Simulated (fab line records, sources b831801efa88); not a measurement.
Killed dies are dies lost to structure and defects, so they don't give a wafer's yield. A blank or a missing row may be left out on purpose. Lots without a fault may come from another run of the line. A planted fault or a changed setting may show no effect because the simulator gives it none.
fab line records | flow gf180mcu
record lots=5 wafers=23
route steps=602 shown CONTACT@311 V1@356 V2@391 M3@413 V3@433 M4@459 V4@480
start_h: hours from the record's first day to the start of the lot's first wafer shown | wait_h: hours since the lot's step before | " the same as in the row above | L1.1+2: a row that stands for several wafers | - no value, or no start given | * or withheld: withheld | < > ~ a bound
route shown NAME@n: a module of which the file shows steps, and the number in the route of the first | usual: mean/standard deviation of fault-free wafers | same: alike in all rows | chamber/n: place in a boat | sites: the reading at each site | _std_site: their standard deviation | _edge_site: outer sites' mean less inner sites' | radius_mm: how far each site lies from the wafer's centre | mask NAME#n: copy n | behind: the tool/chamber that last shaped the wafer | hold: why the lot was held/for how many hours/how that ended | device: the transistor (n, p or np) that didn't switch | end of line: the same wafers' tests at the end of the route | a step without rows: its recipe alone | killed: dies lost to structure and defects at the first sort, not the wafer's yield | map: a wafer's dies, x killed, . not, _ none there
set.NAME: the setting as run; set.NAME@STEP: as run at that earlier step | model.NAME: the simulator's own value behind a step, which no gauge read
lots whose settings were changed on purpose; a table a step, a row a wafer
## steps
# step GF_CONTACT_CVD_24
# recipe material=W target_thk_nm=300 time_s=90.339 temp_c=400 pressure_torr=40
# columns lot.wafer tool chamber start_h wait_h set.temp_c model.W_of_CONTACT_CVD_24.thk_nm
L075.1 cvd_w-02 0 367.20 0.0 394.7 271.7
L075.3 " 0 " " 394.7 269.7
L075.4 " 1 " " 400 307.3
L075.5 " 0 " " 394.7 270
L075.6 " 1 " " 400 304.3
L076.1 cvd_w-02 0 380.13 0.0 400 304.3
L076.3 " 0 " " 400 305.7
L076.4 " 1 " " 389.3 253.9
L076.5 " 1 " " 400 312.2
L076.6 " 0 " " 389.3 251.9
L079.2 cvd_w-02 0 397.78 0.0 400 301.4
L079.5 " 1 " " 400 306.3
L079.6 " 0 " " 400 298.2
L082.1 cvd_w-01 1 425.58 0.0 400 297.1
L082.3 " 0 " " 400 299.6
L082.4 " 1 " " 400 300.6
L082.5 " 0 " " 400 297.6
L082.6 " 1 " " 400 298.3
L084.2 cvd_w-01 1 457.28 0.0 411.1 368.9
L084.3 " 0 " " 400 303
L084.4 " 1 " " 400 301.8
L084.5 " 0 " " 411.1 363.4
L084.6 " 1 " " 400 304.1
# step GF_CONTACT_RS_MEAS_25
# recipe thk_meas_gauge=four-point-probe reads=W_of_CONTACT_CVD_24+TiN_of_CONTACT_SPUTTER_23+Ti_of_CONTACT_SPUTTER_22
# usual CONTACT_W_RS=0.379/0.0055
# columns lot.wafer tool chamber start_h wait_h set.temp_c@CONTACT_CVD_24 CONTACT_W_RS[ohm/sq]
L075.1 film_metro-02 - 367.30 0.1 394.7 0.423
L075.3 " - " " 394.7 0.426
L075.4 " - " " 400 0.374
L075.5 " - " " 394.7 0.426
L075.6 " - " " 400 0.377
L076.1 film_metro-03 - 380.23 0.1 400 0.376
L076.3 " - " " 400 0.375
L076.4 " - " " 389.3 0.453
L076.5 " - " " 400 0.367
L076.6 " - " " 389.3 0.457
L079.2 film_metro-01 - 397.90 0.1 400 0.381
L079.5 " - " " 400 0.374
L079.6 " - " " 400 0.385
L082.1 film_metro-03 - 425.68 0.1 400 0.387
L082.3 " - " " 400 0.383
L082.4 " - " " 400 0.382
L082.5 " - " " 400 0.386
L082.6 " - " " 400 0.385
L084.2 film_metro-02 - 457.40 0.1 411.1 0.311
L084.3 " - " " 400 0.379
L084.4 " - " " 400 0.380
L084.5 " - " " 411.1 0.316
L084.6 " - " " 400 0.377
# step GF_CONTACT_THK_MEAS_26
# recipe thk_meas_gauge=xrf reads=W_of_CONTACT_CVD_24
# usual CONTACT_W_THK=298/4.4
# columns lot.wafer tool chamber start_h wait_h set.temp_c@CONTACT_CVD_24 CONTACT_W_THK[nm]
L075.1 film_metro-02 - 367.42 0.1 394.7 269
L075.3 " - " " 394.7 266
L075.4 " - " " 400 304
L075.5 " - " " 394.7 267
L075.6 " - " " 400 300
L076.1 film_metro-03 - 380.35 0.1 400 302
L076.3 " - " " 400 304
L076.4 " - " " 389.3 252
L076.5 " - " " 400 310
L076.6 " - " " 389.3 250
L079.2 film_metro-01 - 398.01 0.1 400 292
L079.5 " - " " 400 298
L079.6 " - " " 400 289
L082.1 film_metro-03 - 425.80 0.1 400 293
L082.3 " - " " 400 296
L082.4 " - " " 400 295
L082.5 " - " " 400 293
L082.6 " - " " 400 295
L084.2 film_metro-02 - 457.51 0.1 411.1 363
L084.3 " - " " 400 298
L084.4 " - " " 400 298
L084.5 " - " " 411.1 359
L084.6 " - " " 400 301
# step GF_CONTACT_CMP_27
# recipe stop_on=SiO2 down_force_psi=3.5 platen_rpm=60 t_overpolish_s=15 target_thk_nm=0 pad_velocity_m_s=0.94248
# usual time_to_endpoint_s=73.1/3
# columns lot.wafer tool chamber start_h wait_h set.t_overpolish_s set.temp_c@CONTACT_CVD_24 time_to_endpoint_s
L075.3 cmp-01 3 367.48 0.0 15 394.7 65.9
L075.4 " 0 " " 15 400 75.4
L075.1 " 1 " " 19.18 394.7 64.8
L075.6 " 3 " " 19.18 400 72.9
L075.5 " 0 " " 15 394.7 62.3
L076.1 cmp-01 3 380.41 0.1 15 400 73.3
L076.3 " 1 " " 16.94 400 74.2
L076.4 " 2 " " 15 389.3 62.8
L076.5 " 3 " " 15 400 75.1
L076.6 " 0 " " 16.94 389.3 62.3
L079.2 cmp-01 1 398.11 0.1 15 400 73.5
L079.6 " 0 " " 15 400 73.0
L079.5 " 1 " " 15 400 72.8
L082.1 cmp-01 0 425.86 0.1 15 400 75.1
L082.4 " 1 " " 18.25 400 73.2
L082.3 " 3 " " 18.25 400 75.9
L082.5 " 0 " " 18.25 400 71.6
L082.6 " 1 " " 15 400 75.0
L084.3 cmp-02 1 457.56 0.0 11.69 400 72.3
L084.4 " 3 " " 15 400 71.5
L084.2 " 0 " " 15 411.1 90.0
L084.5 " 1 " " 15 411.1 87.4
L084.6 " 2 " " 11.69 400 72.5
# step GF_V1_SPUTTER_21
# recipe material=Ti target_thk_nm=15 chamber_pressure_pa=5 power_w=2500 substrate_temp_c=200 time_s=80.02
# columns lot.wafer tool chamber start_h wait_h set.time_s model.Ti_of_V1_SPUTTER_21.thk_nm
L075.1 pvd_sputter-04 - 414.59 0.0 91.32 17.26
L075.3 " - " " 91.32 17.39
L075.4 " - " " 91.32 17.35
L075.5 " - " " 80.02 15.39
L075.6 " - " " 80.02 15.17
L076.1 pvd_sputter-03 - 428.78 0.0 90.66 17.08
L076.3 " - " " 80.02 15.29
L076.4 " - " " 80.02 15.39
L076.5 " - " " 80.02 15.25
L076.6 " - " " 90.66 17.18
L079.2 pvd_sputter-02 - 449.03 0.0 80.02 14.94
L079.5 " - " " 80.02 14.97
L079.6 " - " " 80.02 14.81
L082.1 pvd_sputter-04 - 476.28 0.0 91.52 17.07
L082.3 " - " " 91.52 17.16
L082.4 " - " " 80.02 14.89
L082.5 " - " " 80.02 14.96
L082.6 " - " " 80.02 15.02
L084.2 pvd_sputter-03 - 508.04 0.0 80.02 15.36
L084.3 " - " " 80.02 15.43
L084.4 " - " " 76.77 14.71
L084.5 " - " " 76.77 14.62
L084.6 " - " " 80.02 15.39
# step GF_V2_COAT_09
# recipe resist=KrF spin_rpm=withheld resist_thk_nm=1000
# columns lot.wafer tool chamber start_h wait_h set.resist_thk_nm model.KrF_of_V2_COAT_09.thk_nm
L075.1 litho_track-01 0 - - 1047 1045
L075.3 " 0 " " 1000 995.6
L075.4 " 0 " " 1047 1044
L075.5 " 0 " " 1047 1047
L075.6 " 0 " " 1000 997.2
L076.1 litho_track-04 0 - - 1000 996.2
L076.3 " 0 " " 1000 999.8
L076.4 " 0 " " 978.7 978.1
L076.5 " 0 " " 978.7 976.3
L076.6 " 0 " " 1000 998.8
L079.2 litho_track-04 0 - - 1000 1000
L079.5 " 0 " " 1000 1003
L079.6 " 0 " " 1000 999.2
L082.1 litho_track-03 0 - - 1046 1047
L082.3 " 0 " " 1046 1055
L082.4 " 0 " " 1000 1004
L082.5 " 0 " " 1000 999.6
L082.6 " 0 " " 1046 1049
L084.2 litho_track-04 0 - - 1000 997.3
L084.3 " 0 " " 1000 997.2
L084.4 " 0 " " 1000 999.9
L084.5 " 0 " " 1000 999.2
L084.6 " 0 " " 1000 999.8
# step GF_M3_SPUTTER_04
# recipe material=TiN target_thk_nm=50 power_w=6500 time_s=41.7 chamber_pressure_pa=0.4
# columns lot.wafer tool chamber start_h wait_h set.power_w model.TiN_of_M3_SPUTTER_04.thk_nm
L075.1 pvd_sputter-01 - 466.45 0.0 6500 49.97
L075.3 " - " " 6500 49.75
L075.4 " - " " 6500 49.85
L075.5 " - " " 6500 49.35
L075.6 " - " " 6500 49.9
L076.1 pvd_sputter-03 - 481.10 0.0 6500 49.38
L076.3 " - " " 6500 49.6
L076.4 " - " " 6500 49.59
L076.5 " - " " 6784 51.9
L076.6 " - " " 6784 51.97
L079.2 pvd_sputter-04 - 500.97 0.0 6500 50.53
L079.5 " - " " 6500 50.56
L079.6 " - " " 6500 50.68
L082.1 pvd_sputter-03 - 528.28 0.0 6500 49.21
L082.3 " - " " 6500 49.99
L082.4 " - " " 6500 49.62
L082.5 " - " " 6500 49.38
L082.6 " - " " 6500 49.8
L084.2 pvd_sputter-04 - 558.03 0.0 6500 49.97
L084.3 " - " " 7037 53.72
L084.4 " - " " 6500 49.92
L084.5 " - " " 7037 54.19
L084.6 " - " " 6500 49.87
# step GF_M3_EXPOSE_11
# recipe mask_id=Metal3 target_cd_nm=280 na=0.68 source_shape=conventional sigma_outer=0.6 dose_mj=28
# columns lot.wafer tool chamber start_h wait_h mask set.dose_mj
L075.1+3 krf_scanner-02 0 - - Metal3#0 28
L075.4+5+6 " 0 " " Metal3#0 29.53
L076.1+3 krf_scanner-02 0 - - Metal3#0 28
L076.4+5+6 " 0 " " Metal3#0 27.11
L079.2+5+6 krf_scanner-01 0 - - Metal3#0 28
L082.1+6 krf_scanner-02 0 - - Metal3#0 25.92
L082.3+4+5 " 0 " " Metal3#0 28
L084.2+5 krf_scanner-01 0 - - Metal3#0 26.37
L084.3+4+6 " 0 " " Metal3#0 28
# step GF_M3_PEB_12
# recipe peb_temp_c=135 peb_time_s=90 resist=KrF
# step GF_M3_DEVELOP_13
# recipe develop_time_s=60 dev_temp_c=21
# step GF_M3_CD_MEAS_14
# recipe target_cd_nm=280
# usual cd_nm=279.8/1.1
# columns lot.wafer tool chamber start_h wait_h set.dose_mj@M3_EXPOSE_11 cd_nm
L075.1 cd_sem-01 - 490.42 0.1 28 277.6
L075.3 " - " " 28 277.7
L075.4 " - " " 29.53 270.2
L075.5 " - " " 29.53 270.8
L075.6 " - " " 29.53 270.7
L076.1 cd_sem-01 - 504.17 0.1 28 279.0
L076.3 " - " " 28 278.7
L076.4 " - " " 27.11 282.6
L076.5 " - " " 27.11 284.4
L076.6 " - " " 27.11 282.9
L079.2 cd_sem-02 - 523.93 0.1 28 279.9
L079.5 " - " " 28 278.8
L079.6 " - " " 28 280.2
L082.1 cd_sem-02 - 551.17 0.1 25.92 289.8
L082.3 " - " " 28 279.4
L082.4 " - " " 28 279.9
L082.5 " - " " 28 279.5
L082.6 " - " " 25.92 291.6
L084.2 cd_sem-01 - 579.89 0.1 26.37 290.5
L084.3 " - " " 28 281.5
L084.4 " - " " 28 281.1
L084.5 " - " " 26.37 290.1
L084.6 " - " " 28 280.0
# step GF_M3_METAL_ETCH_16
# recipe chemistry=Cl2/BCl3 mask_material=KrF target_depth_nm=627.5 stop_on=SiO2 pressure_mtorr=8 icp_w=800 bias_w=140 Cl2_flow_sccm=80 bcl3_flow_sccm=40 time_s=104.6
# columns lot.wafer tool chamber start_h wait_h set.dose_mj@M3_EXPOSE_11 model.M3.cd_nm
L075.1 rie_metal-04 0 490.58 0.0 28 277.7
L075.3 " 0 " " 28 279.1
L075.4 " 0 " " 29.53 271.1
L075.5 " 0 " " 29.53 273.4
L075.6 " 0 " " 29.53 273.1
L076.1 rie_metal-01 1 504.33 0.0 28 276.8
L076.3 " 0 " " 28 274.8
L076.4 " 1 " " 27.11 281.7
L076.5 " 0 " " 27.11 282.8
L076.6 " 1 " " 27.11 281.6
L079.2 rie_metal-04 1 524.06 0.0 28 278.1
L079.5 " 1 " " 28 279.2
L079.6 " 0 " " 28 281.9
L082.1 rie_metal-03 1 551.33 0.0 25.92 289.4
L082.3 " 0 " " 28 282.2
L082.4 " 1 " " 28 280.4
L082.5 " 1 " " 28 283.3
L082.6 " 0 " " 25.92 295
L084.2 rie_metal-01 0 580.03 0.0 26.37 287.2
L084.3 " 0 " " 28 276.7
L084.4 " 1 " " 28 278.4
L084.5 " 0 " " 26.37 283.2
L084.6 " 1 " " 28 275.3
# step GF_V3_CMP_04
# recipe material=SiO2 down_force_psi=4 platen_rpm=60 pad_velocity_m_s=0.94248
# columns lot.wafer tool chamber start_h wait_h set.leave_above_ref_nm model.SiO2_of_V3_CVD_02.thk_nm
L075.1 cmp-02 3 491.74 0.2 657.3 658.9
L075.4 " 0 " " 657.3 656.8
L075.3 " 2 " " 657.3 657.9
L075.5+6 " 3,0 " " 632.5 632.2
L076.1 cmp-01 0 505.29 0.1 632.5 632.1
L076.3 " 1 " " 632.5 631.3
L076.4 " 2 " " 632.5 632.8
L076.5 " 3 " " 632.5 633
L076.6 " 0 " " 632.5 633.2
L079.2 cmp-01 2 525.14 0.1 632.5 632.7
L079.5 " 0 " " 632.5 632.2
L079.6 " 1 " " 632.5 631.7
L082.1 cmp-01 1 552.36 0.1 632.5 632.4
L082.4+6 " 2 " " 632.5 633.4
L082.3 " 3 " " 632.5 633.9
L082.5 " 1 " " 632.5 633.1
L084.2 cmp-02 3 581.05 0.1 669.8 668.9
L084.3 " 0 " " 632.5 631.3
L084.4 " 1 " " 632.5 631.1
L084.5 " 2 " " 669.8 669.1
L084.6 " 3 " " 669.8 669
# step GF_V3_PEB_12
# recipe peb_temp_c=135 peb_time_s=90 resist=KrF
# columns lot.wafer tool chamber start_h wait_h set.peb_temp_c
L075.1+4 litho_track-04 0 - - 132.6
L075.3+5+6 " 0 " " 135
L076.1+4+6 litho_track-04 0 - - 135
L076.3+5 " 0 " " 136.9
L079.2+5+6 litho_track-02 0 - - 135
L082.1+3 litho_track-04 0 - - 133.5
L082.4+5+6 " 0 " " 135
L084.2+3+4+5+6 litho_track-02 0 - - 135
# step GF_V3_DEVELOP_13
# recipe develop_time_s=60 resist=KrF dev_temp_c=21
# step GF_V3_CD_MEAS_14
# recipe target_cd_nm=260
# usual cd_nm=259.7/1.2
# columns lot.wafer tool chamber start_h wait_h set.peb_temp_c@V3_PEB_12 cd_nm
L075.1 cd_sem-02 - 515.51 0.1 132.6 252.0
L075.3 " - " " 135 260.4
L075.4 " - " " 132.6 252.2
L075.5 " - " " 135 259.7
L075.6 " - " " 135 258.0
L076.1 cd_sem-01 - 528.51 0.1 135 258.5
L076.3 " - " " 136.9 262.5
L076.4 " - " " 135 259.7
L076.5 " - " " 136.9 264.5
L076.6 " - " " 135 258.3
L079.2 cd_sem-01 - 547.84 0.1 135 260.3
L079.5 " - " " 135 260.0
L079.6 " - " " 135 260.1
L082.1 cd_sem-01 - 574.36 0.1 133.5 255.1
L082.3 " - " " 133.5 254.1
L082.4 " - " " 135 259.7
L082.5 " - " " 135 259.4
L082.6 " - " " 135 258.9
L084.2 cd_sem-01 - 602.44 0.1 135 260.7
L084.3 " - " " 135 261.4
L084.4 " - " " 135 260.8
L084.5 " - " " 135 262.0
L084.6 " - " " 135 261.8
# step GF_V3_ETCH_16
# recipe chemistry=N2/H2 target_depth_a=withheld overetch_a=withheld time_s=withheld target=BARC ion_energy_ev=200 source_w=500 bias_w=100 pressure_mtorr=30 n2_flow_sccm=100 h2_flow_sccm=200
# columns lot.wafer tool chamber start_h wait_h set.peb_temp_c@V3_PEB_12 model.V3.cd_nm
L075.1 rie_diel-02 2 515.67 0.0 132.6 251.9
L075.3 " 0 " " 135 259.6
L075.4 " 3 " " 132.6 252.4
L075.5 " 1 " " 135 259.9
L075.6 " 2 " " 135 258.4
L076.1 rie_diel-01 1 528.67 0.0 135 258.3
L076.3 " 3 " " 136.9 262.6
L076.4 " 0 " " 135 259.2
L076.5 " 3 " " 136.9 263.6
L076.6 " 1 " " 135 258.1
L079.2 rie_diel-03 3 547.98 0.0 135 259.9
L079.5 " 1 " " 135 259.8
L079.6 " 2 " " 135 260.3
L082.1 rie_diel-02 2 574.52 0.0 133.5 255.2
L082.3 " 1 " " 133.5 254.2
L082.4 " 3 " " 135 259.4
L082.5 " 3 " " 135 259.2
L082.6 " 0 " " 135 258.5
L084.2 rie_diel-02 0 602.58 0.0 135 260.7
L084.3 " 3 " " 135 261.5
L084.4 " 1 " " 135 261.2
L084.5 " 0 " " 135 261.7
L084.6 " 1 " " 135 261.9
# step GF_V3_ETCH_17
# recipe chemistry=C4F8/O2/Ar mask_material=KrF target=SiO2 stop_on=TiN source_w=1500 bias_w=1200 pressure_mtorr=40 c4f8_flow_sccm=withheld O2_flow_sccm=6 Ar_flow_sccm=300 time_s=withheld target_depth_a=6350
# usual oes_product_au=0.854/0.0048
# columns lot.wafer tool chamber start_h wait_h set.leave_above_ref_nm@V3_CMP_04 set.peb_temp_c@V3_PEB_12 oes_product_au model.V3.feature_depth_nm model.V3.cd_nm
L075.1 rie_diel-02 2 - - 657.3 132.6 0.875 658.9 251.9
L075.3 " 0 " " 657.3 135 0.865 657.9 259.7
L075.4 " 3 " " 657.3 132.6 0.874 656.8 252.1
L075.5 " 1 " " 632.5 135 0.854 632.2 259.9
L075.6 " 2 " " 632.5 135 0.858 632.2 258.4
L076.1 rie_diel-01 1 - - 632.5 135 0.857 632.1 258
L076.3 " 3 " " 632.5 136.9 0.847 631.3 262.6
L076.4 " 0 " " 632.5 135 0.846 632.8 259.4
L076.5 " 3 " " 632.5 136.9 0.859 633 263.3
L076.6 " 1 " " 632.5 135 0.859 633.2 257.4
L079.2 rie_diel-03 3 - - 632.5 135 0.852 632.7 260
L079.5 " 1 " " 632.5 135 0.854 632.2 259.8
L079.6 " 2 " " 632.5 135 0.846 631.7 260.7
L082.1 rie_diel-02 2 - - 632.5 133.5 0.858 632.4 254.7
L082.3 " 1 " " 632.5 133.5 0.857 633.9 254.2
L082.4 " 3 " " 632.5 135 0.857 633.4 259.4
L082.5 " 3 " " 632.5 135 0.856 633.1 259.1
L082.6 " 0 " " 632.5 135 0.855 633.4 258.8
L084.2 rie_diel-02 0 - - 669.8 135 0.886 668.9 260.9
L084.3 " 3 " " 632.5 135 0.860 631.3 261.3
L084.4 " 1 " " 632.5 135 0.849 631.1 261.3
L084.5 " 0 " " 669.8 135 0.877 669.1 261.5
L084.6 " 1 " " 669.8 135 0.887 669 261.8
# step GF_M4_SPUTTER_03
# recipe material=Ti target_thk_nm=10 substrate_temp_c=300 chamber_pressure_pa=0.3 power_w=3000 time_s=6.7
# columns lot.wafer tool chamber start_h wait_h set.time_s model.Ti_of_M4_SPUTTER_03.thk_nm
L075.1 pvd_sputter-04 - 517.19 0.0 5.932 8.831
L075.3 " - " " 6.7 9.812
L075.4 " - " " 6.7 9.917
L075.5 " - " " 5.932 8.898
L075.6 " - " " 6.7 9.803
L076.1 pvd_sputter-04 - 530.29 0.0 5.91 8.77
L076.3 " - " " 5.91 8.918
L076.4 " - " " 6.7 9.983
L076.5 " - " " 5.91 8.632
L076.6 " - " " 6.7 9.97
L079.2 pvd_sputter-01 - 549.91 0.0 6.7 10.06
L079.5 " - " " 6.7 10.09
L079.6 " - " " 6.7 10.18
L082.1 pvd_sputter-04 - 576.55 0.0 7.417 10.84
L082.3 " - " " 6.7 9.793
L082.4 " - " " 6.7 9.801
L082.5 " - " " 7.417 10.79
L082.6 " - " " 7.417 10.86
L084.2 pvd_sputter-01 - 604.09 0.0 6.7 10.22
L084.3 " - " " 6.349 9.778
L084.4 " - " " 6.349 9.6
L084.5 " - " " 6.349 9.662
L084.6 " - " " 6.7 10.31
# step GF_V4_CMP_04
# recipe material=SiO2 down_force_psi=4 platen_rpm=60 pad_velocity_m_s=0.94248
# columns lot.wafer tool chamber start_h wait_h set.leave_above_ref_nm model.SiO2_of_V4_CVD_02.thk_nm
L075.1 cmp-02 2 541.00 0.1 656.5 657.3
L075.4+6 " 3 " " 656.5 656.4
L075.3 " 1 " " 632.5 632.9
L075.5 " 2 " " 632.5 633.2
L076.1 cmp-01 0 553.34 0.2 632.5 634.2
L076.3 " 2 " " 632.5 632.3
L076.4 " 3 " " 632.5 632.6
L076.6 " 0 " " 632.5 632.9
L076.5 " 1 " " 632.5 633.1
L079.2 cmp-02 3 573.03 0.1 632.5 631
L079.5 " 1 " " 632.5 632.4
L079.6 " 2 " " 632.5 632.3
L082.4 cmp-01 1 598.52 0.0 650.4 649.8
L082.3 " 3 " " 632.5 632.7
L082.1 " 0 " " 632.5 632.8
L082.5 " 1 " " 632.5 633.6
L082.6 " 2 " " 650.4 651.5
L084.2+4 cmp-01 0,3 625.77 0.0 632.5 633.2
L084.3 " 1 " " 662.8 662
L084.5 " 0 " " 662.8 663.2
L084.6 " 1 " " 632.5 632.3
## key
split step=GF_CONTACT_CVD_24 setting=temp_c stated=400 by=wafer
response step=GF_CONTACT_CVD_24 reading=model.W_of_CONTACT_CVD_24.thk_nm change=+22.1 per=1% r=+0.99
response step=GF_CONTACT_RS_MEAS_25 reading=CONTACT_W_RS change=-0.0281 per=1% r=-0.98
response step=GF_CONTACT_THK_MEAS_26 reading=CONTACT_W_THK change=+22 per=1% r=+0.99
response step=GF_CONTACT_CMP_27 reading=time_to_endpoint_s change=* per=1% r=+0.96
split step=GF_CONTACT_CMP_27 setting=t_overpolish_s stated=15 by=wafer
response none clear
split step=GF_V1_SPUTTER_21 setting=time_s stated=80.02 by=wafer
response step=GF_V1_SPUTTER_21 reading=model.Ti_of_V1_SPUTTER_21.thk_nm change=+0.145 per=1% r=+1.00
split step=GF_V2_COAT_09 setting=resist_thk_nm stated=1000 by=wafer
response step=GF_V2_COAT_09 reading=model.KrF_of_V2_COAT_09.thk_nm change=+10.4 per=1% r=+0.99
split step=GF_M3_SPUTTER_04 setting=power_w stated=6500 by=wafer
response step=GF_M3_SPUTTER_04 reading=model.TiN_of_M3_SPUTTER_04.thk_nm change=+0.502 per=1% r=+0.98
split step=GF_M3_EXPOSE_11 setting=dose_mj stated=28 by=wafer
response step=GF_M3_CD_MEAS_14 reading=cd_nm change=-1.47 per=1% r=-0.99
response step=GF_M3_METAL_ETCH_16 reading=model.M3.cd_nm change=-1.37 per=1% r=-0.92
split step=GF_V3_CMP_04 setting=leave_above_ref_nm stated=632.5 by=wafer
response step=GF_V3_CMP_04 reading=model.SiO2_of_V3_CVD_02.thk_nm change=+6.45 per=1% r=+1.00
response step=GF_V3_ETCH_17 reading=oes_product_au change=+0.00458 per=1% r=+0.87
response step=GF_V3_ETCH_17 reading=model.V3.feature_depth_nm change=+6.45 per=1% r=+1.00
split step=GF_V3_PEB_12 setting=peb_temp_c stated=135 by=wafer
response step=GF_V3_CD_MEAS_14 reading=cd_nm change=+3.9 per=1% r=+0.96
response step=GF_V3_ETCH_16 reading=model.V3.cd_nm change=+3.75 per=1% r=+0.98
response step=GF_V3_ETCH_17 reading=model.V3.cd_nm change=+3.89 per=1% r=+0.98
split step=GF_M4_SPUTTER_03 setting=time_s stated=6.7 by=wafer
response step=GF_M4_SPUTTER_03 reading=model.Ti_of_M4_SPUTTER_03.thk_nm change=+0.0959 per=1% r=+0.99
split step=GF_V4_CMP_04 setting=leave_above_ref_nm stated=632.5 by=wafer
response step=GF_V4_CMP_04 reading=model.SiO2_of_V4_CVD_02.thk_nm change=+6.22 per=1% r=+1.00
